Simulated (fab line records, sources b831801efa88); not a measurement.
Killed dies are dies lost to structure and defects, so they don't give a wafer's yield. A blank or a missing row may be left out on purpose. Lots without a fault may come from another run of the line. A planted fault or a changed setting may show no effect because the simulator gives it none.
fab line records | flow sky130
record lots=5 wafers=15 last_day=48
route steps=708 shown VIA1@466 METAL2@483
lots that met no fault: from a run of the same line without faults
start_h: hours from the record's first day to the start of the lot's first wafer shown | wait_h: hours since the lot's step before | " the same as in the row above | L1.1+2: a row that stands for several wafers | - no value, or no start given | * or withheld: withheld | < > ~ a bound
route shown NAME@n: a module of which the file shows steps, and the number in the route of the first | usual: mean/standard deviation of fault-free wafers | same: alike in all rows | chamber/n: place in a boat | sites: the reading at each site | _std_site: their standard deviation | _edge_site: outer sites' mean less inner sites' | radius_mm: how far each site lies from the wafer's centre | mask NAME#n: copy n | behind: the tool/chamber that last shaped the wafer | hold: why the lot was held/for how many hours/how that ended | device: the transistor (n, p or np) that didn't switch | end of line: the same wafers' tests at the end of the route | a step without rows: its recipe alone | killed: dies lost to structure and defects at the first sort, not the wafer's yield | map: a wafer's dies, x killed, . not, _ none there
set.NAME: the setting as run; set.NAME@STEP: as run at that earlier step | model.NAME: the simulator's own value behind a step, which no gauge read
lots at some steps of the route; a table a step, a row a wafer
services: from which hour (start_h, from the record's first day; less than 0 if before it) a tool's chamber was out of use, for how many hours, and why
## steps
# step SKY_VIA1_SOFTBAKE_08
# recipe temp_c=100 time_s=90 resist=KrF-thick
# usual exhaust_pa=45.1/0.89
# columns lot.wafer tool chamber start_h wait_h exhaust_pa
L075.2 litho_track-04 0 - - 44.9
L075.3 " 0 " " 45.4
L075.4 " 0 " " 45.4
L079.1 litho_track-02 0 - - 46.6
L079.2 " 0 " " 44.8
L079.6 " 0 " " 46.0
L083.1 litho_track-04 0 - - 44.7
L083.2 " 0 " " 46.6
L083.5 " 0 " " 45.3
L088.1 litho_track-04 0 - - 45.0
L088.2 " 0 " " 45.1
L088.4 " 0 " " 45.0
L089.3 litho_track-04 0 - - 45.4
L089.4 " 0 " " 46.2
L089.6 " 0 " " 45.9
# step SKY_VIA1_EXPOSE_09
# recipe mask_id=VIM na=0.8 source_shape=annular sigma_inner=0.55 sigma_outer=0.85 target_cd_nm=150 dose_mj=38
# same na=0.8
# columns lot.wafer tool chamber start_h wait_h mask
L075.2+3+4 krf_scanner-01 0 - - VIM#0
L079.1+2+6 krf_scanner-02 0 - - VIM#0
L083.1+2+5 krf_scanner-01 0 - - VIM#0
L088.1+2+4 krf_scanner-01 0 - - VIM#0
L089.3+4+6 krf_scanner-02 0 - - VIM#0
# step SKY_VIA1_PEB_10
# recipe peb_temp_c=withheld peb_time_s=withheld resist=KrF-thick
# usual exhaust_pa=45.0/0.93
# columns lot.wafer tool chamber start_h wait_h exhaust_pa
L075.2 litho_track-02 0 - - 45.6
L075.3 " 0 " " 45.5
L075.4 " 0 " " 45.9
L079.1 litho_track-02 0 - - 44.0
L079.2 " 0 " " 43.1
L079.6 " 0 " " 43.1
L083.1 litho_track-02 0 - - 44.4
L083.2 " 0 " " 44.8
L083.5 " 0 " " 43.4
L088.1 litho_track-04 0 - - 44.2
L088.2 " 0 " " 45.9
L088.4 " 0 " " 43.8
L089.3 litho_track-04 0 - - 45.8
L089.4 " 0 " " 43.8
L089.6 " 0 " " 45.9
# step SKY_VIA1_DEVELOP_11
# recipe develop_time_s=60 resist=KrF-thick dev_temp_c=21
# usual exhaust_pa=45.0/0.83
# columns lot.wafer tool chamber start_h wait_h exhaust_pa
L075.2 litho_track-02 0 - - 44.7
L075.3 " 0 " " 44.8
L075.4 " 0 " " 46.0
L079.1 litho_track-02 0 - - 45.3
L079.2 " 0 " " 44.7
L079.6 " 0 " " 44.0
L083.1 litho_track-02 0 - - 45.5
L083.2 " 0 " " 45.0
L083.5 " 0 " " 44.2
L088.1 litho_track-04 0 - - 45.3
L088.2 " 0 " " 45.0
L088.4 " 0 " " 44.8
L089.3 litho_track-04 0 - - 43.7
L089.4 " 0 " " 43.3
L089.6 " 0 " " 44.3
# step SKY_VIA1_CD_MEAS_12
# recipe target_cd_nm=150
# usual cd_nm=149.8/1.4
# columns lot.wafer tool chamber start_h wait_h cd_nm
L075.2 cd_sem-02 - 801.30 - 150.6
L075.3 " - " " 152.7
L075.4 " - " " 151.7
L079.1 cd_sem-02 - 826.38 - 151.1
L079.2 " - " " 150.7
L079.6 " - " " 151.4
L083.1 cd_sem-02 - 867.83 - 149.6
L083.2 " - " " 150.7
L083.5 " - " " 151.2
L088.1 cd_sem-01 - 898.32 - 149.3
L088.2 " - " " 149.7
L088.4 " - " " 150.0
L089.3 cd_sem-02 - 904.41 - 147.4
L089.4 " - " " 149.1
L089.6 " - " " 149.7
# step SKY_VIA1_OVL_MEAS_13
# usual VIA1_OVL=2/5.3
# columns lot.wafer tool chamber start_h wait_h VIA1_OVL[nm]
L075.2 overlay-01 - 801.41 0.1 -2
L075.3 " - " " 1
L075.4 " - " " 1
L079.1 overlay-01 - 826.50 0.1 6
L079.2 " - " " 10
L079.6 " - " " 0
L083.1 overlay-02 - 867.95 0.1 -2
L083.2 " - " " -6
L083.5 " - " " -5
L088.1 overlay-02 - 898.44 0.1 -3
L088.2 " - " " -2
L088.4 " - " " -5
L089.3 overlay-02 - 904.50 0.1 4
L089.4 " - " " 4
L089.6 " - " " -2
# step SKY_VIA1_ETCH_14
# recipe chemistry=N2/H2 target=BARC ion_energy_ev=200 source_w=500 bias_w=100 pressure_mtorr=30 n2_flow_sccm=100 h2_flow_sccm=200 stop_on=SiO2 time_s=45.9 target_depth_a=600
# usual drypump_motor_current_A=5.8/0.49 oes_product_au=0.855/0.005 throttle_valve_pct=13.224/0.0087
# columns lot.wafer tool chamber start_h wait_h drypump_motor_current_A oes_product_au rf_hours_counter_h throttle_valve_pct
L075.2 rie_diel-03 3 801.44 0.0 6.6 0.864 1 13.231
L075.3 " 1 " " 5.6 0.858 2 13.217
L075.4 " 2 " " 5.6 0.863 16 13.230
L079.1 rie_diel-01 3 826.54 0.0 5.2 0.860 6 13.221
L079.2 " 1 " " 5.6 0.856 24 13.223
L079.6 " 3 " " 5.3 0.851 - 13.220
L083.1 rie_diel-03 1 867.99 0.0 5.6 0.851 4 13.233
L083.2 " 3 " " 6.6 0.859 3 13.216
L083.5 " 3 " " 6.6 0.849 - 13.217
L088.1 rie_diel-02 2 898.47 0.0 6.4 0.845 7 13.225
L088.2 " 1 " " 6.1 0.854 2 13.227
L088.4 " 0 " " 5.9 0.855 23 13.225
L089.3 rie_diel-03 3 904.52 0.0 6.6 0.859 4 13.224
L089.4 " 2 " " 5.5 0.851 19 13.224
L089.6 " 2 " " 5.5 0.853 - 13.211
# step SKY_VIA1_ETCH_15
# recipe target=SiO2 chemistry=C4F8/O2/Ar target_depth_nm=351 stop_on=TiN mask_material=KrF-thick source_w=1500 bias_w=1200 pressure_mtorr=40 c4f8_flow_sccm=withheld O2_flow_sccm=6 Ar_flow_sccm=300 time_s=55.82
# usual oes_product_au=0.977/0.0058
# columns lot.wafer tool chamber start_h wait_h oes_product_au rf_hours_counter_h
L075.2 rie_diel-03 3 801.48 0.0 0.979 1
L075.3 " 1 " " 0.978 2
L075.4 " 2 " " 0.974 17
L079.1 rie_diel-01 3 826.58 0.0 0.975 6
L079.2 " 1 " " 0.972 24
L079.6 " 3 " " 0.979 -
L083.1 rie_diel-03 1 868.03 0.0 0.984 4
L083.2 " 3 " " 0.984 3
L083.5 " 3 " " 0.980 -
L088.1 rie_diel-02 2 898.52 0.0 0.976 7
L088.2 " 1 " " 0.977 2
L088.4 " 0 " " 0.983 23
L089.3 rie_diel-03 3 904.57 0.0 0.985 4
L089.4 " 2 " " 0.982 19
L089.6 " 2 " " 0.980 -
# step SKY_VIA1_STRIP_16
# recipe chemistry=O2/N2 power_w=1400 pressure_mtorr=1500 platen_temp_c=withheld o2_flow_sccm=3000 n2_flow_sccm=300 overash_fraction=0.5
# usual drypump_motor_current_A=5.8/0.49 oes_product_au=0.415/0.0045 strip_time_to_endpoint_s=4.448/0.021
# columns lot.wafer tool chamber start_h wait_h drypump_motor_current_A oes_product_au rf_hours_counter_h strip_time_to_endpoint_s
L075.2 plasma_asher-04 0 801.53 0.0 5.2 0.420 99 4.448
L075.3 " 0 " " 5.2 0.411 - 4.451
L075.4 " 1 " " 5.7 0.414 - 4.467
L079.1 plasma_asher-02 1 826.63 0.0 6.5 0.411 9 4.425
L079.2 " 0 " " 6.3 0.424 9 4.470
L079.6 " 1 " " 6.5 0.415 - 4.437
L083.1 plasma_asher-03 0 868.08 0.0 5.2 0.412 41 4.427
L083.2 " 1 " " 5.7 0.416 41 4.443
L083.5 " 0 " " 5.2 0.416 - 4.419
L088.1 plasma_asher-03 1 898.56 0.0 5.7 0.422 44 4.457
L088.2 " 0 " " 5.2 0.419 44 4.446
L088.4 " 0 " " 5.2 0.413 - 4.430
L089.3 plasma_asher-04 1 904.65 0.1 5.7 0.410 - 4.418
L089.4 " 0 " " 5.2 0.411 - 4.459
L089.6 " 0 " " 5.2 0.420 - 4.444
# step SKY_VIA1_STRIP_17
# recipe chemistry=post_etch_residue_remover time_s=1200 temp_c=72.5
# columns lot.wafer tool chamber start_h wait_h
L075.2+3+4 wet_bench-04 2 801.63 0.1
L079.1+2+6 wet_bench-03 3 826.73 0.1
L083.1+2+5 wet_bench-03 3 868.18 0.1
L088.1+2+4 wet_bench-03 0 898.66 0.1
L089.3+4+6 wet_bench-04 2 904.71 0.0
# step SKY_VIA1_CLEAN_18
# recipe chemistry=IPA time_s=180 temp_c=25
# columns lot.wafer tool chamber start_h wait_h
L075.2+3+4 wet_bench-03 2 801.97 0.0
L079.1+2+6 wet_bench-02 1 827.07 0.0
L083.1+2+5 wet_bench-02 1 868.52 0.0
L088.1+2+4 wet_bench-02 3 899.04 0.0
L089.3+4+6 wet_bench-02 3 905.05 0.0
# step SKY_VIA1_CLEAN_19
# recipe chemistry=O3/DIW dry=n2_spin
# columns lot.wafer tool chamber start_h wait_h
L075.2+3+4 wet_bench-02 0 802.03 0.0
L079.1+2+6 wet_bench-04 3 827.13 0.0
L083.1+2+5 wet_bench-04 1 868.58 0.0
L088.1+2+4 wet_bench-04 1 899.09 0.0
L089.3+4+6 wet_bench-03 0 905.11 0.0
# step SKY_VIA1_SPUTTER_20
# recipe material=TiN target_thk_nm=20 chamber_pressure_pa=5 power_w=4000 time_s=80
# usual throttle_valve_pct=29.8/1.2
# columns lot.wafer tool chamber start_h wait_h throttle_valve_pct
L075.2 pvd_sputter-04 - 802.12 0.0 31.8
L075.3 " - " " 30.2
L075.4 " - " " 31.1
L079.1 pvd_sputter-04 - 827.22 0.0 30.3
L079.2 " - " " 31.7
L079.6 " - " " 27.7
L083.1 pvd_sputter-02 - 868.67 0.0 28.6
L083.2 " - " " 28.7
L083.5 " - " " 28.4
L088.1 pvd_sputter-04 - 899.19 0.0 28.0
L088.2 " - " " 31.6
L088.4 " - " " 30.3
L089.3 pvd_sputter-04 - 905.20 0.0 30.6
L089.4 " - " " 27.6
L089.6 " - " " 30.1
# step SKY_VIA1_CVD_21
# recipe material=W target_thk_nm=270 time_s=80.902 temp_c=400 pressure_torr=40
# usual heater_power_w=853/97
# columns lot.wafer tool chamber start_h wait_h heater_power_w
L075.2 cvd_w-02 1 802.18 0.0 936
L075.3 " 1 " " 936
L075.4 " 0 " " 742
L079.1 cvd_w-02 0 827.28 0.0 751
L079.2 " 1 " " 958
L079.6 " 0 " " 728
L083.1 cvd_w-02 0 868.73 0.0 748
L083.2 " 1 " " 911
L083.5 " 1 " " 960
L088.1 cvd_w-02 1 899.26 0.0 926
L088.2 " 0 " " 742
L088.4 " 0 " " 755
L089.3 cvd_w-01 1 905.30 0.1 759
L089.4 " 0 " " 982
L089.6 " 0 " " 923
# step SKY_VIA1_RS_MEAS_22
# recipe thk_meas_gauge=four-point-probe reads=W_of_VIA1_CVD_21+TiN_of_VIA1_SPUTTER_20
# usual VIA1_W_RS=0.427/0.0049
# columns lot.wafer tool chamber start_h wait_h VIA1_W_RS[ohm/sq]
L075.2 film_metro-02 - 802.29 0.1 0.422
L075.3 " - " " 0.422
L075.4 " - " " 0.429
L079.1 film_metro-02 - 827.38 0.1 0.429
L079.2 " - " " 0.427
L079.6 " - " " 0.430
L083.1 film_metro-04 - 868.82 0.1 0.435
L083.2 " - " " 0.418
L083.5 " - " " 0.423
L088.1 film_metro-02 - 899.35 0.1 0.430
L088.2 " - " " 0.442
L088.4 " - " " 0.437
L089.3 film_metro-04 - 905.40 0.1 0.424
L089.4 " - " " 0.431
L089.6 " - " " 0.427
# step SKY_VIA1_THK_MEAS_23
# recipe thk_meas_gauge=xrf reads=W_of_VIA1_CVD_21
# usual VIA1_W_THK=277/3.9
# columns lot.wafer tool chamber start_h wait_h VIA1_W_THK[nm]
L075.2 film_metro-02 - 802.40 0.1 278
L075.3 " - " " 278
L075.4 " - " " 272
L079.1 film_metro-02 - 827.50 0.1 273
L079.2 " - " " 275
L079.6 " - " " 275
L083.1 film_metro-04 - 868.94 0.1 273
L083.2 " - " " 286
L083.5 " - " " 283
L088.1 film_metro-02 - 899.47 0.1 277
L088.2 " - " " 269
L088.4 " - " " 272
L089.3 film_metro-04 - 905.50 0.1 281
L089.4 " - " " 276
L089.6 " - " " 279
# step SKY_VIA1_CMP_24
# recipe stop_on=SiO2 t_overpolish_s=15 down_force_psi=3.5 platen_rpm=60 target_thk_nm=0 pad_velocity_m_s=0.94248
# usual motor_current_A=11.6/0.91 overpolish_run_s=15.000/0.0085 platen_rpm=60.00/0.04 time_to_endpoint_s=63.3/2.9
# columns lot.wafer tool chamber start_h wait_h motor_current_A overpolish_run_s platen_rpm time_to_endpoint_s
L075.2 cmp-01 2 802.45 0.0 11.2 15.008 59.94 67.7
L075.3 " 0 " " 13.7 15.001 60.00 62.6
L075.4 " 1 " " 12.3 15.013 60.02 62.4
L079.2 cmp-02 2 827.61 0.1 10.4 14.988 59.95 59.9
L079.1 " 0 " " 12.6 14.998 59.99 60.1
L079.6 " 1 " " 10.9 14.993 60.05 63.1
L083.1 cmp-01 1 869.00 0.1 11.8 14.989 59.97 61.3
L083.2 " 2 " " 11.7 15.009 59.99 68.0
L083.5 " 1 " " 11.5 14.997 60.01 63.7
L088.1 cmp-02 3 899.58 0.1 12.1 14.991 59.97 58.4
L088.4 " 0 " " 12.2 14.990 60.01 57.4
L088.2 " 1 " " 10.2 15.000 60.05 56.4
L089.3 cmp-02 0 905.95 0.4 11.8 15.006 60.01 62.6
L089.4 " 2 " " 11.1 15.012 59.97 59.6
L089.6 " 3 " " 12.5 15.014 60.10 60.5
# step SKY_METAL2_SPUTTER_00
# recipe material=Ti target_thk_nm=15 power_w=3000 time_s=10 chamber_pressure_pa=0.4
# usual throttle_valve_pct=30.2/1.4
# columns lot.wafer tool chamber start_h wait_h throttle_valve_pct
L075.2 pvd_sputter-01 - 802.75 0.2 29.8
L075.3 " - " " 31.7
L075.4 " - " " 32.1
L079.1 pvd_sputter-02 - 827.86 0.1 30.5
L079.2 " - " " 29.3
L079.6 " - " " 29.6
L083.1 pvd_sputter-01 - 869.30 0.2 29.9
L083.2 " - " " 32.1
L083.5 " - " " 30.0
L088.1 pvd_sputter-03 - 899.83 0.2 28.9
L088.2 " - " " 30.1
L088.4 " - " " 28.8
L089.3 pvd_sputter-02 - 906.20 0.2 29.6
L089.4 " - " " 30.5
L089.6 " - " " 28.4
# step SKY_METAL2_SPUTTER_01
# recipe material=TiN target_thk_nm=20 power_w=6500 time_s=16.7 chamber_pressure_pa=0.4
# usual throttle_valve_pct=30.2/1.4
# columns lot.wafer tool chamber start_h wait_h throttle_valve_pct
L075.2 pvd_sputter-01 - 802.77 0.0 29.8
L075.3 " - " " 31.6
L075.4 " - " " 32.1
L079.1 pvd_sputter-02 - 827.88 0.0 30.2
L079.2 " - " " 29.7
L079.6 " - " " 29.3
L083.1 pvd_sputter-01 - 869.32 0.0 29.8
L083.2 " - " " 32.2
L083.5 " - " " 30.1
L088.1 pvd_sputter-03 - 899.85 0.0 29.1
L088.2 " - " " 30.1
L088.4 " - " " 29.0
L089.3 pvd_sputter-02 - 906.22 0.0 29.6
L089.4 " - " " 30.4
L089.6 " - " " 28.6
# step SKY_METAL2_SPUTTER_02
# recipe material=AlCu target_thk_nm=250 power_w=10600 time_s=13.3 chamber_pressure_pa=0.4
# usual throttle_valve_pct=30.2/1.3
# columns lot.wafer tool chamber start_h wait_h throttle_valve_pct
L075.2 pvd_sputter-01 - 802.80 0.0 29.9
L075.3 " - " " 31.4
L075.4 " - " " 32.4
L079.1 pvd_sputter-02 - 827.90 0.0 30.3
L079.2 " - " " 29.6
L079.6 " - " " 29.5
L083.1 pvd_sputter-01 - 869.35 0.0 29.9
L083.2 " - " " 32.2
L083.5 " - " " 30.0
L088.1 pvd_sputter-03 - 899.88 0.0 29.2
L088.2 " - " " 30.1
L088.4 " - " " 28.5
L089.3 pvd_sputter-02 - 906.25 0.0 29.7
L089.4 " - " " 30.0
L089.6 " - " " 28.4
# step SKY_METAL2_SPUTTER_03
# recipe material=Ti target_thk_nm=5 power_w=3000 time_s=3.208 chamber_pressure_pa=0.4
# usual throttle_valve_pct=30.2/1.3
# columns lot.wafer tool chamber start_h wait_h throttle_valve_pct
L075.2 pvd_sputter-01 - 802.82 0.0 29.8
L075.3 " - " " 31.7
L075.4 " - " " 32.2
L079.1 pvd_sputter-02 - 827.93 0.0 30.4
L079.2 " - " " 29.4
L079.6 " - " " 29.2
L083.1 pvd_sputter-01 - 869.37 0.0 29.8
L083.2 " - " " 31.9
L083.5 " - " " 30.0
L088.1 pvd_sputter-03 - 899.90 0.0 29.1
L088.2 " - " " 30.0
L088.4 " - " " 28.5
L089.3 pvd_sputter-02 - 906.27 0.0 29.5
L089.4 " - " " 30.2
L089.6 " - " " 28.7
# step SKY_METAL2_SPUTTER_04
# recipe material=TiN target_thk_nm=70 power_w=6500 time_s=58.3 chamber_pressure_pa=0.4
# usual throttle_valve_pct=30.2/1.4
# columns lot.wafer tool chamber start_h wait_h throttle_valve_pct
L075.2 pvd_sputter-01 - 802.84 0.0 30.0
L075.3 " - " " 31.9
L075.4 " - " " 32.0
L079.1 pvd_sputter-02 - 827.95 0.0 30.4
L079.2 " - " " 29.5
L079.6 " - " " 29.3
L083.1 pvd_sputter-01 - 869.39 0.0 30.0
L083.2 " - " " 32.2
L083.5 " - " " 30.0
L088.1 pvd_sputter-03 - 899.92 0.0 29.3
L088.2 " - " " 30.0
L088.4 " - " " 28.8
L089.3 pvd_sputter-02 - 906.29 0.0 29.7
L089.4 " - " " 30.4
L089.6 " - " " 28.7
# step SKY_METAL2_RS_MEAS_05
# recipe thk_meas_gauge=four-point-probe reads=TiN_of_METAL2_SPUTTER_04+Ti_of_METAL2_SPUTTER_03+AlCu_of_METAL2_SPUTTER_02+TiN_of_METAL2_SPUTTER_01+Ti_of_METAL2_SPUTTER_00
# usual METAL2_ALCU_RS=0.1263/0.0011
# columns lot.wafer tool chamber start_h wait_h METAL2_ALCU_RS[ohm/sq]
L075.2 film_metro-01 - 802.91 0.0 0.1257
L075.3 " - " " 0.1248
L075.4 " - " " 0.1263
L079.1 film_metro-01 - 828.00 0.0 0.1249
L079.2 " - " " 0.1270
L079.6 " - " " 0.1268
L083.1 film_metro-01 - 869.44 0.0 0.1261
L083.2 " - " " 0.1250
L083.5 " - " " 0.1260
L088.1 film_metro-03 - 899.97 0.0 0.1270
L088.2 " - " " 0.1265
L088.4 " - " " 0.1262
L089.3 film_metro-03 - 906.38 0.1 0.1280
L089.4 " - " " 0.1265
L089.6 " - " " 0.1252
# step SKY_METAL2_THK_MEAS_06
# recipe thk_meas_gauge=xrf reads=AlCu_of_METAL2_SPUTTER_02
# usual METAL2_ALCU_THK=251.7/2.5
# columns lot.wafer tool chamber start_h wait_h METAL2_ALCU_THK[nm]
L075.2 film_metro-01 - 803.02 0.1 252.0
L075.3 " - " " 254.1
L075.4 " - " " 251.9
L079.1 film_metro-01 - 828.12 0.1 254.6
L079.2 " - " " 248.3
L079.6 " - " " 249.6
L083.1 film_metro-01 - 869.56 0.1 254.2
L083.2 " - " " 255.2
L083.5 " - " " 253.1
L088.1 film_metro-03 - 900.09 0.1 249.8
L088.2 " - " " 248.2
L088.4 " - " " 250.9
L089.3 film_metro-03 - 906.48 0.1 248.2
L089.4 " - " " 252.0
L089.6 " - " " 255.0
# step SKY_METAL2_DEHYDRATE_07
# recipe temp_c=200 time_s=60
# usual exhaust_pa=44.9/0.74
# columns lot.wafer tool chamber start_h wait_h exhaust_pa
L075.2 litho_track-04 0 815.29 12.3 45.5
L075.3 " 0 " " 45.3
L075.4 " 0 " " 45.7
L079.1 litho_track-02 0 840.08 12.0 45.3
L079.2 " 0 " " 45.3
L079.6 " 0 " " 46.5
L083.1 litho_track-04 0 882.02 12.4 43.8
L083.2 " 0 " " 44.3
L083.5 " 0 " " 45.9
L088.1 litho_track-02 0 912.33 12.2 44.1
L088.2 " 0 " " 45.6
L088.4 " 0 " " 45.5
L089.3 litho_track-03 0 917.94 11.5 46.1
L089.4 " 0 " " 44.3
L089.6 " 0 " " 45.5
# step SKY_METAL2_HMDS_08
# recipe prime_time_s=60 prime_temp_c=120
# usual exhaust_pa=45.1/0.98 prime_temp_c=119.99/0.13
# columns lot.wafer tool chamber start_h wait_h exhaust_pa prime_temp_c
L075.2 litho_track-04 0 815.44 0.1 45.0 120.00
L075.3 " 0 " " 44.9 119.99
L075.4 " 0 " " 44.8 119.90
L079.1 litho_track-02 0 840.23 0.1 44.0 120.02
L079.2 " 0 " " 44.5 120.10
L079.6 " 0 " " 45.1 120.10
L083.1 litho_track-04 0 882.17 0.1 46.1 119.96
L083.2 " 0 " " 44.9 120.05
L083.5 " 0 " " 45.9 120.08
L088.1 litho_track-02 0 912.48 0.1 46.0 119.90
L088.2 " 0 " " 46.1 119.83
L088.4 " 0 " " 46.1 119.80
L089.3 litho_track-03 0 918.09 0.1 44.7 119.96
L089.4 " 0 " " 45.1 119.84
L089.6 " 0 " " 45.8 119.95
# step SKY_METAL2_COAT_09
# recipe resist=BARC temp_c=withheld time_s=withheld spin_rpm=3000 resist_thk_nm=60
# usual exhaust_pa=44.9/0.85
# columns lot.wafer tool chamber start_h wait_h exhaust_pa
L075.2 litho_track-04 0 815.59 0.1 44.8
L075.3 " 0 " " 44.7
L075.4 " 0 " " 44.7
L079.1 litho_track-02 0 840.38 0.1 45.0
L079.2 " 0 " " 45.8
L079.6 " 0 " " 44.6
L083.1 litho_track-04 0 882.32 0.1 45.5
L083.2 " 0 " " 46.4
L083.5 " 0 " " 45.4
L088.1 litho_track-02 0 912.63 0.1 43.8
L088.2 " 0 " " 45.3
L088.4 " 0 " " 45.0
L089.3 litho_track-03 0 918.24 0.1 43.5
L089.4 " 0 " " 43.0
L089.6 " 0 " " 44.1
# step SKY_METAL2_COAT_10
# recipe resist=KrF-thick spin_rpm=3000 resist_thk_nm=450
# usual exhaust_pa=44.8/0.88
# columns lot.wafer tool chamber start_h wait_h exhaust_pa
L075.2 litho_track-04 0 - - 45.7
L075.3 " 0 " " 46.1
L075.4 " 0 " " 45.0
L079.1 litho_track-02 0 - - 45.0
L079.2 " 0 " " 43.4
L079.6 " 0 " " 45.7
L083.1 litho_track-04 0 - - 46.3
L083.2 " 0 " " 45.4
L083.5 " 0 " " 44.8
L088.1 litho_track-02 0 - - 43.7
L088.2 " 0 " " 45.3
L088.4 " 0 " " 45.2
L089.3 litho_track-03 0 - - 46.0
L089.4 " 0 " " 45.2
L089.6 " 0 " " 44.4
# step SKY_METAL2_SOFTBAKE_11
# recipe temp_c=100 time_s=90 resist=KrF-thick
# usual exhaust_pa=45.1/0.83
# columns lot.wafer tool chamber start_h wait_h exhaust_pa
L075.2 litho_track-04 0 - - 45.4
L075.3 " 0 " " 44.7
L075.4 " 0 " " 44.8
L079.1 litho_track-02 0 - - 45.3
L079.2 " 0 " " 46.2
L079.6 " 0 " " 45.9
L083.1 litho_track-04 0 - - 44.6
L083.2 " 0 " " 45.1
L083.5 " 0 " " 44.7
L088.1 litho_track-02 0 - - 45.4
L088.2 " 0 " " 44.5
L088.4 " 0 " " 45.7
L089.3 litho_track-03 0 - - 45.9
L089.4 " 0 " " 46.3
L089.6 " 0 " " 45.2
# step SKY_METAL2_EXPOSE_12
# recipe mask_id=MM2 na=0.8 source_shape=annular sigma_inner=0.55 sigma_outer=0.85 target_cd_nm=140 dose_mj=28
# same na=0.8
# columns lot.wafer tool chamber start_h wait_h mask
L075.2+3+4 krf_scanner-01 0 - - MM2#0
L079.1+2+6 krf_scanner-01 0 - - MM2#0
L083.1+2+5 krf_scanner-01 0 - - MM2#0
L088.1+2+4 krf_scanner-01 0 - - MM2#0
L089.3+4+6 krf_scanner-01 0 - - MM2#0
# step SKY_METAL2_PEB_13
# recipe peb_temp_c=withheld peb_time_s=withheld resist=KrF-thick
# usual exhaust_pa=45.0/0.87
# columns lot.wafer tool chamber start_h wait_h exhaust_pa
L075.2 litho_track-04 0 - - 45.7
L075.3 " 0 " " 45.6
L075.4 " 0 " " 45.7
L079.1 litho_track-02 0 - - 44.2
L079.2 " 0 " " 44.8
L079.6 " 0 " " 44.8
L083.1 litho_track-02 0 - - 45.4
L083.2 " 0 " " 45.8
L083.5 " 0 " " 45.0
L088.1 litho_track-03 0 - - 44.8
L088.2 " 0 " " 44.7
L088.4 " 0 " " 46.0
L089.3 litho_track-04 0 - - 44.5
L089.4 " 0 " " 46.2
L089.6 " 0 " " 45.7
# step SKY_METAL2_DEVELOP_14
# recipe develop_time_s=60 resist=KrF-thick dev_temp_c=21
# usual exhaust_pa=45.2/0.93
# columns lot.wafer tool chamber start_h wait_h exhaust_pa
L075.2 litho_track-04 0 - - 45.7
L075.3 " 0 " " 44.9
L075.4 " 0 " " 44.4
L079.1 litho_track-02 0 - - 46.7
L079.2 " 0 " " 46.3
L079.6 " 0 " " 46.3
L083.1 litho_track-02 0 - - 44.7
L083.2 " 0 " " 45.2
L083.5 " 0 " " 44.6
L088.1 litho_track-03 0 - - 45.1
L088.2 " 0 " " 44.5
L088.4 " 0 " " 44.4
L089.3 litho_track-04 0 - - 46.0
L089.4 " 0 " " 46.0
L089.6 " 0 " " 46.9
# step SKY_METAL2_CD_MEAS_15
# recipe target_cd_nm=140
# usual cd_nm=139.7/1.2
# columns lot.wafer tool chamber start_h wait_h cd_nm
L075.2 cd_sem-01 - 829.84 - 139.6
L075.3 " - " " 140.3
L075.4 " - " " 140.0
L079.1 cd_sem-02 - 854.13 - 140.5
L079.2 " - " " 139.3
L079.6 " - " " 139.4
L083.1 cd_sem-02 - 894.78 - 138.5
L083.2 " - " " 139.1
L083.5 " - " " 139.4
L088.1 cd_sem-02 - 925.54 - 141.6
L088.2 " - " " 139.5
L088.4 " - " " 140.7
L089.3 cd_sem-02 - 931.76 - 138.9
L089.4 " - " " 139.8
L089.6 " - " " 139.1
# step SKY_METAL2_OVL_MEAS_16
# usual METAL2_OVL=2/4.8
# columns lot.wafer tool chamber start_h wait_h METAL2_OVL[nm]
L075.2 overlay-02 - 829.94 0.1 2
L075.3 " - " " -5
L075.4 " - " " 5
L079.1 overlay-01 - 854.25 0.1 3
L079.2 " - " " 0
L079.6 " - " " -1
L083.1 overlay-02 - 894.90 0.1 0
L083.2 " - " " -2
L083.5 " - " " -5
L088.1 overlay-02 - 925.66 0.1 6
L088.2 " - " " 6
L088.4 " - " " 2
L089.3 overlay-01 - 931.85 0.1 1
L089.4 " - " " 7
L089.6 " - " " 8
# step SKY_METAL2_DESCUM_17
# recipe chemistry=O2 source_power_w=150 bias_power_w=0 pressure_mtorr=10 temp_c=40 time_s=8
# usual drypump_motor_current_A=5.39/0.2 he_backside_leak_sccm=3.26/0.15 oes_product_au=0.998/0.013
# same bias_power_w=0
# columns lot.wafer tool chamber start_h wait_h drypump_motor_current_A he_backside_leak_sccm oes_product_au rf_hours_counter_h
L075.2 rie_metal-04 1 829.97 0.0 5.39 3.56 1.002 15
L075.3 " 1 " " 5.35 3.38 0.986 -
L075.4 " 0 " " 5.29 3.17 0.981 -
L079.1 rie_metal-04 0 854.29 0.0 5.28 3.58 0.981 17
L079.2 " 1 " " 5.36 3.24 0.994 16
L079.6 " 1 " " 5.37 3.26 0.993 -
L083.1 rie_metal-04 0 894.94 0.0 5.28 3.46 0.983 19
L083.2 " 1 " " 5.38 3.26 0.994 1
L083.5 " 0 " " 5.28 3.34 0.973 -
L088.1 rie_metal-04 0 925.69 0.0 5.30 3.48 0.991 0
L088.2 " 1 " " 5.40 3.01 0.990 3
L088.4 " 1 " " 5.38 3.22 0.986 -
L089.3 rie_metal-03 0 931.89 0.0 5.65 3.27 1.010 -
L089.4 " 1 " " 5.83 3.45 0.983 -
L089.6 " 1 " " 5.81 3.32 0.982 -
## services
# columns tool chamber start_h hours kind
cmp-02 - 767.86 0.8 repair
plasma_asher-03 - 767.87 2.1 repair
rie_diel-03 1 777.33 9.7 repair
wet_bench-04 - 785.17 1.6 repair
plasma_asher-03 - 786.20 2.8 pm
krf_scanner-01 - 790.38 0.8 pm
krf_scanner-02 - 804.04 1.3 pm
rie_diel-02 2 804.39 4.2 repair
rie_metal-04 1 804.66 14.9 repair
cmp-02 - 811.29 5.5 pm
plasma_asher-03 - 814.89 5.7 repair
krf_scanner-02 - 819.50 1.0 pm
rie_diel-02 - 826.44 15.6 pm
rie_metal-04 - 828.11 1.4 pm
plasma_asher-04 - 838.84 1.2 repair
krf_scanner-01 - 845.00 1.3 pm
krf_scanner-01 - 853.91 1.0 pm
wet_bench-02 - 856.45 1.9 pm
pvd_sputter-03 - 860.00 0.5 repair
pvd_sputter-01 - 874.15 2.3 repair
krf_scanner-01 - 903.03 1.6 repair
cvd_w-02 - 904.00 14.0 pm
wet_bench-03 - 909.55 0.7 repair
krf_scanner-01 - 915.68 0.8 pm
## key
fault none
